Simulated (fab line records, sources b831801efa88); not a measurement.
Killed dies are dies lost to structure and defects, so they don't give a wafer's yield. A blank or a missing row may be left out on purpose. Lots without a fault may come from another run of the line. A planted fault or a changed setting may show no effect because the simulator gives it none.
A struck lot beside a sound one | flow sky130 | 30 steps out of a route of 708
Sound: wafers L473.1, L473.3, L473.4. Struck: wafers L479.2, L479.5, L479.6. The cause comes at the end.
At each step with rows: each side's tool, then ch and its chambers, then its first start. Under that, the readings that differ: sound wafers | struck wafers | difference of the means | sigmas: that difference in standard deviations of wafers without a fault.
alike: readings whose means differ by less than 2 such deviations, and words and numbers that are the same on both sides. not compared: withheld readings, readings that some wafer has no value for, bounds like >300 that may hide the same value, and numbers for which the record gives no deviation and whose values overlap.
The two part at a step that has a row with sigmas, a row that says differs or no value, or rows on one side only. Numbers that don't overlap but have no deviation are shown without sigmas and don't part them. A reading that every wafer of one side lacks parts them only if that side has two wafers or more.

first, 5 steps without rows for these wafers: SKY_SONOS_ONO_COAT_08 (resist thk 1140 nm); SKY_SONOS_ONO_SOFTBAKE_09 (time 60 s); SKY_SONOS_ONO_EXPOSE_10 (exposes mask ONOM, target cd 410 nm); SKY_SONOS_ONO_PEB_11; SKY_SONOS_ONO_DEVELOP_12 (develop time 60 s).
SKY_SONOS_ONO_CD_MEAS_13: target cd 410 nm.
  sound on cd_sem-01, day 16 15:47; struck on cd_sem-02, day 18 14:09
  alike: cd_nm
SKY_SONOS_ONO_OVL_MEAS_14:
  sound on overlay-01, day 16 15:54; struck on overlay-01, day 18 14:16
  alike: SONOS_ONO_OVL
SKY_SONOS_ONO_ETCH_15: etches the open film in CHF3/O2, target depth 19.52 nm, time 7.8 s.
  sound on rie_diel-04 ch 0,1,3, day 16 15:56; struck on rie_diel-01 ch 0,1, day 18 14:17
  alike: drypump_motor_current_A, oes_product_au, throttle_valve_pct
  not compared: rf_hours_counter_h
then, 1 step without rows for these wafers: SKY_SONOS_ONO_WET_ETCH_16 (etches SiO2 in dHF, target depth 14 nm, time 280 s).
SKY_SONOS_ONO_STRIP_17: strips in O2/N2.
  sound on plasma_asher-03 ch 0,1, day 16 16:02; struck on plasma_asher-04 ch 0,1, day 18 14:24
  alike: drypump_motor_current_A, oes_product_au, strip_time_to_endpoint_s
  not compared: rf_hours_counter_h
then, 2 steps without rows for these wafers: SKY_SONOS_ONO_WET_ETCH_18 (etches Si3N4 in H3PO4, target depth 15 nm, time 172 s); SKY_GATE_OXIDE_CLEAN_00 (cleans in SC1/SC2, time 150 s).
SKY_GATE_OXIDE_OXIDATION_01: stabilise 600 s, purge 300 s, target thk 10.268 nm.
  sound on furnace-01 ch 0, day 16 18:08; struck on furnace-02 ch 0, day 18 14:36
  reading                                           | sound                | struck               | difference | sigmas
  spike_tc_centre_C (C)                             | 899.3 899.8 899.5    | 890.6 891.0 891.4    | -8.5       | -9
  spike_tc_lower_C (C)                              | 899.8 900.7 900.8    | 891.5 893.1 892.2    | -8.2       | -7
  spike_tc_top_C (C)                                | 911.0 911.4 912.0    | 897.8 897.5 897.8    | -13.8      | -6
  spike_tc_upper_C (C)                              | 900.8 900.6 899.8    | 889.2 889.9 890.7    | -10.5      | -10
  tube_center_temp_C (C)                            | 899.93 899.95 899.92 | 892.24 892.08 892.12 | -7.79      | -99
  tube_center_temp_C_max                            | 902.3 901.9 901.9    | 894.7 894.3 895.4    | -7.2       | -20
  model.SiO2_of_GATE_OXIDE_OXIDATION_01.thk_nm (nm) | 10.53 10.59 10.57    | 9.256 9.325 9.269    | -1.280     |
SKY_GATE_OXIDE_THK_MEAS_02:
  sound on film_metro-04, day 16 19:32; struck on film_metro-04, day 18 16:01
  reading                          | sound             | struck         | difference | sigmas
  GATE_OXIDE_OXIDATION_00_THK (nm) | 10.51 10.55 10.55 | 9.29 9.31 9.32 | -1.23      | -7
then, 7 steps without rows for these wafers: SKY_GATE_OXIDE_DEHYDRATE_03 (time 60 s); SKY_GATE_OXIDE_HMDS_04 (prime time 60 s); SKY_GATE_OXIDE_COAT_05 (resist thk 1140 nm); SKY_GATE_OXIDE_SOFTBAKE_06 (time 60 s); SKY_GATE_OXIDE_EXPOSE_07 (exposes mask LVOM, target cd 600 nm); SKY_GATE_OXIDE_PEB_08; SKY_GATE_OXIDE_DEVELOP_09 (develop time 60 s).
SKY_GATE_OXIDE_OVL_MEAS_10:
  sound on overlay-02, day 18 00:29; struck on overlay-02, day 19 22:50
  alike: GATE_OXIDE_OVL
then, 2 steps without rows for these wafers: SKY_GATE_OXIDE_IMPLANT_11; SKY_GATE_OXIDE_WET_ETCH_12 (etches SiO2 in dHF, target depth 16.8 nm, time 336 s).
SKY_GATE_OXIDE_STRIP_13: strips in O2/N2.
  sound on plasma_asher-03 ch 0,1, day 18 00:47; struck on plasma_asher-01 ch 0,1, day 19 23:07
  alike: drypump_motor_current_A, oes_product_au, strip_time_to_endpoint_s
  not compared: rf_hours_counter_h
SKY_GATE_OXIDE_TW_MEAS_14:
  sound on film_metro-04, day 18 00:53; struck on film_metro-04, day 19 23:14
  alike: GATE_OXIDE_TW
then, 1 step without rows for these wafers: SKY_GATE_OXIDE_CLEAN_15 (cleans in SC1/SC2, time 150 s).
SKY_GATE_OXIDE_OXIDATION_16: stabilise 600 s, purge 300 s, target thk 3.57 nm.
  sound on furnace-01 ch 0, day 18 01:00; struck on furnace-02 ch 0, day 19 23:35
  reading                                           | sound             | struck            | difference | sigmas
  spike_tc_top_C (C)                                | 813.8 811.5 813.3 | 806.0 809.2 807.0 | -5.5       | -2
  model.SiO2_of_GATE_OXIDE_OXIDATION_01.thk_nm (nm) | 11.86 11.9 11.89  | 10.66 10.72 10.68 | -1.20      |
  alike: spike_tc_centre_C, spike_tc_lower_C, spike_tc_upper_C, tube_center_temp_C, tube_center_temp_C_max
then, 1 step without rows for these wafers: SKY_POLY_GATE_CVD_00 (deposits poly-Si, target thk 180 nm, time 720 s).
-- the record jumps here: 30 days lie between the struck wafers' starts before and after (it left off in module POLY_GATE and takes up again in module PAD_OPEN, whose first step shown is number 708 of the route) --
SKY_PAD_OPEN_PROBE_99:
  sound on prober-02, day 48 15:24; struck on prober-02, day 49 18:03
  reading                                | sound                         | struck                        | difference | sigmas
  model.etest.nfet_16v.r_on_ohm_um       | 1.425e+04 1.435e+04 1.416e+04 | 1.368e+04 1.365e+04 1.359e+04 | -6.133e+02 |
  model.etest.pfet_g5v0d10v5.r_on_ohm_um | 4868 4813 4844                | 4542 4605 4539                | -280       |
  model.etest.tip_sonos.rs_ohm_sq        | 2717 2680 2738                | 2507 2479 2479                | -223       |
  model.etest.nfet_g5v0d10v5.r_on_ohm_um | 1925 1918 1906                | 1770 1820 1816                | -114       |
  model.etest.nfet_g5v0d10v5.drive_ua_um | 591.7 596.7 594.1             | 661.7 652 651.5               | +60.9      |
  model.etest.nfet_05v0_nvt.drive_ua_um  | 570 568.2 565.1               | 623.2 613.9 612.7             | +48.8      |
  model.etest.pfet_g5v0d10v5.drive_ua_um | 335.6 337.7 334.1             | 369.5 359.5 363.7             | +28.4      |
  model.etest.nfet_16v.drive_ua_um       | 218.6 216.8 218               | 239.9 238.4 239.2             | +21.4      |
  alike: killed_at_M0_to_M3, killed_at_M4_up, killed_at_contacts, killed_at_front_end, killed_at_other, killed_dies, killed_open, killed_short

WHERE THEY PART
First at SKY_GATE_OXIDE_OXIDATION_01; last, within this record, at SKY_GATE_OXIDE_OXIDATION_16. Later steps at which nothing parts them and some readings are alike: SKY_PAD_OPEN_PROBE_99.

WHY: what the simulator had put in
Process parameter drift: furnace-02, from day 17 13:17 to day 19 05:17, at SKY_GATE_OXIDE_OXIDATION_01. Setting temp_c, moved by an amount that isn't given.
